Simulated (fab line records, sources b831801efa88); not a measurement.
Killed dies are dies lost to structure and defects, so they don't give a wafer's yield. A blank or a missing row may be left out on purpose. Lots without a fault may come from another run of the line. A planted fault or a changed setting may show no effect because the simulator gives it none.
fab line records | flow sky130
record lots=6 wafers=18 last_day=50
route steps=708 shown VT_ADJUST_NCORE@128 VT_ADJUST_HVTR@131 VT_ADJUST_PCH@143 PAD_OPEN@708
lots that met no fault: from a run of the same line without faults
start_h: hours from the record's first day to the start of the lot's first wafer shown | wait_h: hours since the lot's step before | " the same as in the row above | L1.1+2: a row that stands for several wafers | - no value, or no start given | * or withheld: withheld | < > ~ a bound
route shown NAME@n: a module of which the file shows steps, and the number in the route of the first | usual: mean/standard deviation of fault-free wafers | same: alike in all rows | chamber/n: place in a boat | sites: the reading at each site | _std_site: their standard deviation | _edge_site: outer sites' mean less inner sites' | radius_mm: how far each site lies from the wafer's centre | mask NAME#n: copy n | behind: the tool/chamber that last shaped the wafer | hold: why the lot was held/for how many hours/how that ended | device: the transistor (n, p or np) that didn't switch | end of line: the same wafers' tests at the end of the route | a step without rows: its recipe alone | killed: dies lost to structure and defects at the first sort, not the wafer's yield | map: a wafer's dies, x killed, . not, _ none there
set.NAME: the setting as run; set.NAME@STEP: as run at that earlier step | model.NAME: the simulator's own value behind a step, which no gauge read
lots at some steps of the route; a table a step, a row a wafer
services: from which hour (start_h, from the record's first day; less than 0 if before it) a tool's chamber was out of use, for how many hours, and why
## steps
# step SKY_VT_ADJUST_NCORE_IMPLANT_09
# recipe species=B energy_kev=10 dose_cm2=2.4e+12 tilt_deg=withheld
# step SKY_VT_ADJUST_NCORE_STRIP_10
# recipe chemistry=O2/N2 power_w=1400 pressure_mtorr=1500 platen_temp_c=withheld o2_flow_sccm=3000 n2_flow_sccm=300 overash_fraction=0.5
# usual drypump_motor_current_A=5.96/0.3 oes_product_au=0.716/0.0044 strip_time_to_endpoint_s=14.19/0.043
# columns lot.wafer tool chamber start_h wait_h drypump_motor_current_A oes_product_au rf_hours_counter_h strip_time_to_endpoint_s
L311.3 plasma_asher-02 0 202.47 0.1 6.06 0.722 - 14.15
L311.4 " 1 " " 6.33 0.721 - 14.15
L311.6 " 0 " " 6.07 0.711 - 14.12
L314.3 plasma_asher-03 1 220.14 0.1 6.18 0.716 - 14.14
L314.5 " 1 " " 6.20 0.717 - 14.17
L314.6 " 0 " " 5.72 0.718 - 14.17
L321.1 plasma_asher-02 1 268.51 0.1 6.30 0.712 47 14.17
L321.3 " 1 " " 6.32 0.717 - 14.16
L321.6 " 0 " " 6.05 0.716 - 14.18
L324.1 plasma_asher-02 0 295.15 0.1 6.09 0.714 50 14.24
L324.2 " 1 " " 6.34 0.717 50 14.25
L324.6 " 1 " " 6.32 0.721 - 14.22
L331.2 plasma_asher-02 0 354.16 0.1 6.05 0.727 56 14.12
L331.3 " 0 " " 6.05 0.720 - 14.19
L331.4 " 1 " " 6.33 0.718 - 14.18
L332.1 plasma_asher-01 1 361.37 0.1 5.49 0.708 68 14.21
L332.2 " 0 " " 5.81 0.708 68 14.25
L332.6 " 1 " " 5.46 0.725 - 14.21
# step SKY_VT_ADJUST_NCORE_TW_MEAS_11
# usual VT_ADJUST_NCORE_TW=218.1/2.1
# columns lot.wafer tool chamber start_h wait_h VT_ADJUST_NCORE_TW
L311.3 film_metro-01 - 202.56 0.1 219.4
L311.4 " - " " 218.7
L311.6 " - " " 218.7
L314.3 film_metro-01 - 220.23 0.1 217.6
L314.5 " - " " 217.6
L314.6 " - " " 217.7
L321.1 film_metro-01 - 268.61 0.1 218.2
L321.3 " - " " 217.5
L321.6 " - " " 217.8
L324.1 film_metro-01 - 295.25 0.1 220.6
L324.2 " - " " 218.8
L324.6 " - " " 219.3
L331.2 film_metro-04 - 354.27 0.1 221.8
L331.3 " - " " 221.8
L331.4 " - " " 222.4
L332.1 film_metro-01 - 361.47 0.1 219.7
L332.2 " - " " 218.8
L332.6 " - " " 218.7
# step SKY_VT_ADJUST_HVTR_DEHYDRATE_00
# recipe temp_c=200 time_s=60
# step SKY_VT_ADJUST_HVTR_HMDS_01
# recipe prime_time_s=60 prime_temp_c=120
# step SKY_VT_ADJUST_HVTR_COAT_02
# recipe resist=NOVOLAK spin_rpm=3000 resist_thk_nm=1140
# step SKY_VT_ADJUST_HVTR_SOFTBAKE_03
# recipe temp_c=90 time_s=60 resist=NOVOLAK
# step SKY_VT_ADJUST_HVTR_EXPOSE_04
# recipe mask_id=HVTRM target_cd_nm=380 na=0.6 source_shape=conventional sigma_outer=0.6 dose_mj=150
# step SKY_VT_ADJUST_HVTR_PEB_05
# recipe temp_c=withheld time_s=* resist=NOVOLAK
# step SKY_VT_ADJUST_HVTR_DEVELOP_06
# recipe develop_time_s=60 dev_temp_c=23
# step SKY_VT_ADJUST_HVTR_CD_MEAS_07
# recipe target_cd_nm=380
# usual cd_nm=379.1/2.3
# columns lot.wafer tool chamber start_h wait_h cd_nm
L311.3 cd_sem-01 - 223.92 0.1 376.3
L311.4 " - " " 377.3
L311.6 " - " " 376.8
L314.3 cd_sem-01 - 242.44 0.1 376.4
L314.5 " - " " 377.6
L314.6 " - " " 377.9
L321.1 cd_sem-01 - 293.15 0.1 378.7
L321.3 " - " " 380.2
L321.6 " - " " 379.2
L324.1 cd_sem-01 - 320.64 0.1 381.5
L324.2 " - " " 379.5
L324.6 " - " " 378.5
L331.2 cd_sem-01 - 382.00 0.1 379.9
L331.3 " - " " 380.7
L331.4 " - " " 377.5
L332.1 cd_sem-01 - 390.13 0.1 381.0
L332.2 " - " " 380.5
L332.6 " - " " 381.6
# step SKY_VT_ADJUST_HVTR_OVL_MEAS_08
# usual VT_ADJUST_HVTR_OVL=-0.8/1.4
# columns lot.wafer tool chamber start_h wait_h VT_ADJUST_HVTR_OVL[nm]
L311.3 overlay-01 - 224.01 0.1 0.1
L311.4 " - " " -1.1
L311.6 " - " " -0.1
L314.3 overlay-02 - 242.54 0.1 -0.5
L314.5 " - " " -1.4
L314.6 " - " " -2.7
L321.1 overlay-01 - 293.27 0.1 -0.6
L321.3 " - " " 0.4
L321.6 " - " " 0.2
L324.1 overlay-02 - 320.76 0.1 -0.2
L324.2 " - " " -0.2
L324.6 " - " " -0.3
L331.2 overlay-01 - 382.11 0.1 -0.6
L331.3 " - " " 0.2
L331.4 " - " " -2.2
L332.1 overlay-02 - 390.25 0.1 -2.4
L332.2 " - " " -2.4
L332.6 " - " " -2.4
# step SKY_VT_ADJUST_HVTR_IMPLANT_09
# recipe species=B energy_kev=10 dose_cm2=2.1e+12 tilt_deg=withheld
# usual dose_ions_cm2=2.1006e+12/2.1e+09 faraday_current_uA=11.86/0.23
# same implant_ion_amu=11
# columns lot.wafer tool chamber start_h wait_h dose_ions_cm2 faraday_current_uA
L311.3 implanter-04 0 224.09 0.1 2.0989e+12 11.86
L311.4 " 0 " " 2.1e+12 11.76
L311.6 " 0 " " 2.1014e+12 11.82
L314.3 implanter-02 0 242.61 0.1 2.1024e+12 11.89
L314.5 " 0 " " 2.1e+12 11.88
L314.6 " 0 " " 2.1033e+12 12.23
L321.1 implanter-02 0 293.31 0.0 1.3874e+12 7.65
L321.3 " 0 " " 1.389e+12 7.89
L321.6 " 0 " " 1.3879e+12 7.71
L324.1 implanter-02 0 320.80 0.0 1.3853e+12 7.78
L324.2 " 0 " " 1.3919e+12 7.55
L324.6 " 0 " " 1.3897e+12 7.45
L331.2 implanter-01 0 382.16 0.0 2.0981e+12 12.04
L331.3 " 0 " " 2.1008e+12 11.93
L331.4 " 0 " " 2.1024e+12 11.54
L332.1 implanter-04 0 390.29 0.0 2.1011e+12 11.98
L332.2 " 0 " " 2.1031e+12 11.55
L332.6 " 0 " " 2.1035e+12 12.01
# step SKY_VT_ADJUST_HVTR_STRIP_10
# recipe chemistry=O2/N2 power_w=1400 pressure_mtorr=1500 platen_temp_c=withheld o2_flow_sccm=3000 n2_flow_sccm=300 overash_fraction=0.5
# usual drypump_motor_current_A=5.94/0.27 oes_product_au=0.716/0.0042 strip_time_to_endpoint_s=14.18/0.043
# columns lot.wafer tool chamber start_h wait_h drypump_motor_current_A oes_product_au rf_hours_counter_h strip_time_to_endpoint_s
L311.3 plasma_asher-01 0 224.22 0.1 5.80 0.714 - 14.20
L311.4 " 1 " " 5.45 0.723 - 14.20
L311.6 " 1 " " 5.46 0.714 - 14.20
L314.3 plasma_asher-04 1 242.74 0.1 6.11 0.716 - 14.22
L314.5 " 0 " " 6.26 0.711 - 14.20
L314.6 " 1 " " 6.10 0.712 - 14.26
L321.1 plasma_asher-03 1 293.46 0.1 6.20 0.721 16 14.19
L321.3 " 1 " " 6.18 0.719 - 14.14
L321.6 " 0 " " 5.72 0.716 - 14.15
L324.1 plasma_asher-03 1 320.95 0.1 6.19 0.721 19 14.13
L324.2 " 0 " " 5.71 0.719 19 14.17
L324.6 " 1 " " 6.18 0.714 - 14.18
L331.2 plasma_asher-04 0 382.29 0.1 6.24 0.715 66 14.20
L331.3 " 0 " " 6.24 0.719 - 14.23
L331.4 " 1 " " 6.09 0.720 - 14.24
L332.1 plasma_asher-04 1 390.44 0.1 6.10 0.717 67 14.22
L332.2 " 0 " " 6.24 0.714 67 14.19
L332.6 " 0 " " 6.22 0.710 - 14.25
# step SKY_VT_ADJUST_HVTR_TW_MEAS_11
# usual VT_ADJUST_HVTR_TW=210.5/2.2
# columns lot.wafer tool chamber start_h wait_h VT_ADJUST_HVTR_TW
L311.3 film_metro-04 - 224.31 0.1 212.3
L311.4 " - " " 211.9
L311.6 " - " " 213.3
L314.3 film_metro-01 - 242.83 0.1 209.4
L314.5 " - " " 209.6
L314.6 " - " " 208.9
L321.1 film_metro-01 - 293.56 0.1 187.6
L321.3 " - " " 189.4
L321.6 " - " " 189.6
L324.1 film_metro-01 - 321.05 0.1 186.4
L324.2 " - " " 186.5
L324.6 " - " " 186.1
L331.2 film_metro-01 - 382.40 0.1 210.6
L331.3 " - " " 209.0
L331.4 " - " " 209.8
L332.1 film_metro-03 - 390.54 0.1 208.0
L332.2 " - " " 210.1
L332.6 " - " " 207.9
# step SKY_VT_ADJUST_PCH_DEHYDRATE_00
# recipe temp_c=200 time_s=60
# step SKY_PAD_OPEN_PROBE_99
# usual killed_at_M0_to_M3=43/6.8 killed_at_M4_up=3.3/2.1 killed_at_contacts=24/5 killed_at_front_end=15/4.4 killed_at_other=0.3/0.57 killed_dies=86/9.7 killed_open=47/7.3 killed_short=39/6.1
# same gross_dies=492 killed_at_back_side=0
# columns lot.wafer tool chamber start_h wait_h killed_at_M0_to_M3 killed_at_M4_up killed_at_contacts killed_at_front_end killed_at_other killed_dies killed_open killed_short model.etest.pfet_01v8_mvt.drive_ua_um model.etest.pfet_01v8_mvt.off_log10_a_um model.etest.pfet_01v8_mvt.vt_sat_v model.etest.pfet_01v8_mvt.vt_v model.etest.pfet_01v8_mvt.vt_long_v
L311.3 prober-02 - 1093.77 0.2 41 8 17 15 1 82 37 45 140.4 -11.84 -0.6452 -0.7193 -0.9196
L311.4 prober-02 - 1093.82 0.2 40 4 25 16 0 85 45 39 147.3 -11.52 -0.6234 -0.7052 -0.9141
L311.6 prober-02 - 1093.92 0.2 35 3 24 18 0 80 41 39 141.7 -11.57 -0.6261 -0.7075 -0.9142
L314.3 prober-01 - 1113.31 0.2 45 2 27 24 2 100 55 45 159.7 -10.32 -0.543 -0.6434 -0.8582
L314.5 prober-01 - 1113.41 0.2 46 3 30 13 1 93 55 38 155.8 -10.4 -0.5579 -0.6505 -0.8586
L314.6 prober-01 - 1113.46 0.2 40 2 30 15 0 87 53 34 155.9 -10.48 -0.5515 -0.6475 -0.862
L321.1 prober-02 - 1150.95 0.1 44 7 23 27 0 101 56 45 140 -12.09 -0.6701 -0.7407 -0.9437
L321.3 prober-02 - 1151.05 0.2 45 1 28 15 1 90 47 43 142.1 -11.9 -0.6689 -0.7418 -0.9454
L321.6 prober-02 - 1151.20 0.2 38 6 21 13 0 78 43 35 142.5 -11.96 -0.6694 -0.7409 -0.9435
L324.1 prober-01 - 1169.18 0.1 49 2 15 14 0 80 43 37 139.9 -11.86 -0.6594 -0.7265 -0.9206
L324.2 prober-01 - 1169.23 0.1 51 1 23 7 1 83 51 31 142.2 -11.71 -0.6401 -0.7123 -0.9181
L324.6 prober-01 - 1169.43 0.2 46 2 19 17 0 84 52 32 136.6 -11.96 -0.6636 -0.7282 -0.9225
L331.2 prober-02 - 1204.08 0.1 47 3 26 17 0 93 46 47 148.2 -10.83 -0.5906 -0.6736 -0.8754
L331.3 prober-02 - 1204.13 0.2 43 0 27 10 0 80 36 44 149.1 -11.01 -0.5958 -0.675 -0.8781
L331.4 prober-02 - 1204.18 0.2 40 1 31 19 0 91 50 41 150.7 -10.73 -0.5759 -0.6641 -0.8706
L332.1 prober-01 - 1206.46 0.1 42 2 19 22 0 85 41 43 145.8 -11.27 -0.6032 -0.682 -0.8812
L332.2 prober-01 - 1206.51 0.1 43 1 31 17 0 92 47 43 146.1 -11.07 -0.5962 -0.6784 -0.8788
L332.6 prober-01 - 1206.71 0.2 38 0 26 21 1 86 47 38 150.2 -10.91 -0.5879 -0.6723 -0.8802
# killed by level:class
L311.3 CONTACT:geometric_particle:short=9 VIA1:geometric_particle:open=9 FIELD_ISO:geometric_particle:open=6 METAL4:geometric_particle:short=6 METAL3:geometric_particle:short=6 VIA3:geometric_particle:open=6 POLY_GATE:geometric_particle:short=4 CONTACT:geometric_particle:open=4
L311.4 CONTACT:geometric_particle:open=8 VIA1:geometric_particle:open=8 VIA3:geometric_particle:open=8 LI_CONTACT:geometric_particle:open=6 CONTACT:geometric_particle:short=5 METAL1:geometric_particle:short=5 VIA1:geometric_particle:short=5 POLY_GATE:geometric_particle:short=4
L311.6 CONTACT:geometric_particle:open=9 VIA1:geometric_particle:short=7 VIA1:geometric_particle:open=7 FIELD_ISO:geometric_particle:open=6 VIA2:geometric_particle:open=6 LI_CONTACT:geometric_particle:open=5 CONTACT:geometric_particle:short=5 POLY_GATE:geometric_particle:short=4
L314.3 CONTACT:geometric_particle:open=10 VIA2:geometric_particle:open=9 METAL1:geometric_particle:short=8 VIA1:geometric_particle:open=8 FIELD_ISO:geometric_particle:open=7 LI_CONTACT:geometric_particle:open=7 POLY_GATE:geometric_particle:short=6 POLY_GATE:geometric_particle:open=6
L314.5 CONTACT:geometric_particle:open=12 LI_CONTACT:geometric_particle:open=11 VIA3:geometric_particle:open=11 VIA1:geometric_particle:open=9 METAL1:geometric_particle:short=5 METAL2:geometric_particle:short=5 VIA2:geometric_particle:short=5 FIELD_ISO:geometric_particle:short=4
L314.6 LI_CONTACT:geometric_particle:open=13 VIA1:geometric_particle:open=9 VIA2:geometric_particle:open=7 CONTACT:geometric_particle:open=7 VIA1:geometric_particle:short=7 POLY_GATE:geometric_particle:short=6 POLY_GATE:geometric_particle:open=6 VIA3:geometric_particle:open=6
L321.1 CONTACT:geometric_particle:open=12 POLY_GATE:geometric_particle:open=9 FIELD_ISO:geometric_particle:open=7 METAL4:geometric_particle:short=7 VIA1:geometric_particle:open=7 FIELD_ISO:geometric_particle:short=6 METAL1:geometric_particle:short=6 METAL2:geometric_particle:short=6
L321.3 CONTACT:geometric_particle:open=10 METAL2:geometric_particle:short=8 LI_CONTACT:geometric_particle:open=8 VIA3:geometric_particle:open=8 VIA1:geometric_particle:short=7 VIA1:geometric_particle:open=7 LOCAL_INTERCONNECT:geometric_particle:short=5 METAL1:geometric_particle:short=4
L321.6 VIA2:geometric_particle:open=10 CONTACT:geometric_particle:open=9 VIA1:geometric_particle:open=6 FIELD_ISO:geometric_particle:open=5 LI_CONTACT:geometric_particle:open=5 METAL1:geometric_particle:short=4 VIA3:geometric_particle:short=4 POLY_GATE:geometric_particle:open=3
L324.1 VIA2:geometric_particle:open=10 VIA1:geometric_particle:open=8 METAL1:geometric_particle:short=6 VIA1:geometric_particle:short=6 VIA3:geometric_particle:open=6 LI_CONTACT:geometric_particle:open=5 CONTACT:geometric_particle:open=5 METAL2:geometric_particle:short=5
L324.2 VIA1:geometric_particle:open=16 CONTACT:geometric_particle:open=11 VIA2:geometric_particle:open=8 VIA1:geometric_particle:short=7 METAL2:geometric_particle:short=6 CONTACT:geometric_particle:short=5 VIA3:geometric_particle:open=5 LI_CONTACT:geometric_particle:open=4
L324.6 VIA1:geometric_particle:open=14 CONTACT:geometric_particle:open=10 POLY_GATE:geometric_particle:open=7 VIA1:geometric_particle:short=7 VIA3:geometric_particle:open=7 METAL1:geometric_particle:short=5 FIELD_ISO:geometric_particle:short=3 LI_CONTACT:geometric_particle:open=3
L331.2 CONTACT:geometric_particle:open=8 LI_CONTACT:geometric_particle:open=7 CONTACT:geometric_particle:short=7 VIA1:geometric_particle:open=7 VIA2:geometric_particle:open=7 VIA3:geometric_particle:open=7 POLY_GATE:geometric_particle:short=5 VIA3:geometric_particle:short=5
L331.3 VIA1:geometric_particle:short=9 CONTACT:geometric_particle:short=7 CONTACT:geometric_particle:open=7 LOCAL_INTERCONNECT:geometric_particle:short=6 VIA1:geometric_particle:open=6 VIA2:geometric_particle:open=6 FIELD_ISO:geometric_particle:open=5 LI_CONTACT:geometric_particle:open=5
L331.4 LI_CONTACT:geometric_particle:open=14 VIA2:geometric_particle:short=9 VIA1:geometric_particle:open=8 FIELD_ISO:geometric_particle:open=7 CONTACT:geometric_particle:open=6 CONTACT:geometric_particle:short=5 VIA3:geometric_particle:open=5 METAL2:geometric_particle:short=4
L332.1 VIA3:geometric_particle:open=9 CONTACT:geometric_particle:open=9 METAL1:geometric_particle:short=9 FIELD_ISO:geometric_particle:short=8 VIA1:geometric_particle:open=6 VIA2:geometric_particle:open=6 POLY_GATE:geometric_particle:short=5 POLY_GATE:geometric_particle:open=5
L332.2 CONTACT:geometric_particle:open=13 CONTACT:geometric_particle:short=9 VIA1:geometric_particle:open=8 FIELD_ISO:geometric_particle:short=7 VIA3:geometric_particle:short=6 LI_CONTACT:geometric_particle:open=6 VIA2:geometric_particle:open=6 METAL1:geometric_particle:short=5
L332.6 LI_CONTACT:geometric_particle:open=9 VIA1:geometric_particle:open=9 CONTACT:geometric_particle:open=7 VIA2:geometric_particle:short=6 VIA3:geometric_particle:open=5 METAL1:geometric_particle:short=5 POLY_GATE:geometric_particle:open=4 LOCAL_INTERCONNECT:geometric_particle:short=4
## services
# columns tool chamber start_h hours kind
plasma_asher-04 - 197.05 28.1 pm
implanter-02 - 215.14 4.4 repair
plasma_asher-03 - 229.38 14.1 repair
implanter-01 - 235.98 5.3 repair
implanter-04 - 262.56 2.2 repair
implanter-02 - 287.55 4.4 pm
implanter-02 - 304.46 1.5 repair
implanter-02 - 307.87 5.8 pm
plasma_asher-04 - 342.92 3.4 repair
plasma_asher-04 - 346.48 14.6 pm
plasma_asher-03 - 373.65 14.6 pm
## key
first_sign step=SKY_VT_ADJUST_HVTR_IMPLANT_09 reading=dose_ions_cm2 direction=down sigmas=99+ usual=* struck=*
effect step=SKY_VT_ADJUST_HVTR_IMPLANT_09 reading=faraday_current_uA direction=down sigmas=18 usual=11.86 struck=7.67
effect step=SKY_VT_ADJUST_HVTR_TW_MEAS_11 reading=VT_ADJUST_HVTR_TW direction=down sigmas=11 usual=210.5 struck=187.6
model_effect step=SKY_PAD_OPEN_PROBE_99 value=etest.pfet_01v8_mvt.drive_ua_um without=153.7 struck=140.6
met_at SKY_VT_ADJUST_HVTR_IMPLANT_09
struck_wafers L321.1,L321.3,L321.6,L324.1,L324.2,L324.6
tester_left_out L321,L324
onset_between 242.61 293.31
fault kind=process_parameter_drift tool=implanter-02 chamber=- onset_h=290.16 steps=SKY_VT_ADJUST_HVTR_IMPLANT_09 channel=dose_cm2 offset=* shape=step end_h=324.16 acts_in=* stated=*
# tester_left_out: of these lots the tester's yield and bins aren't shown, on N5 and GAA mostly nor the transistor test; their killed dies are dies lost to structure and defects alone, not to doping, threshold or leakage, so they don't give the yield
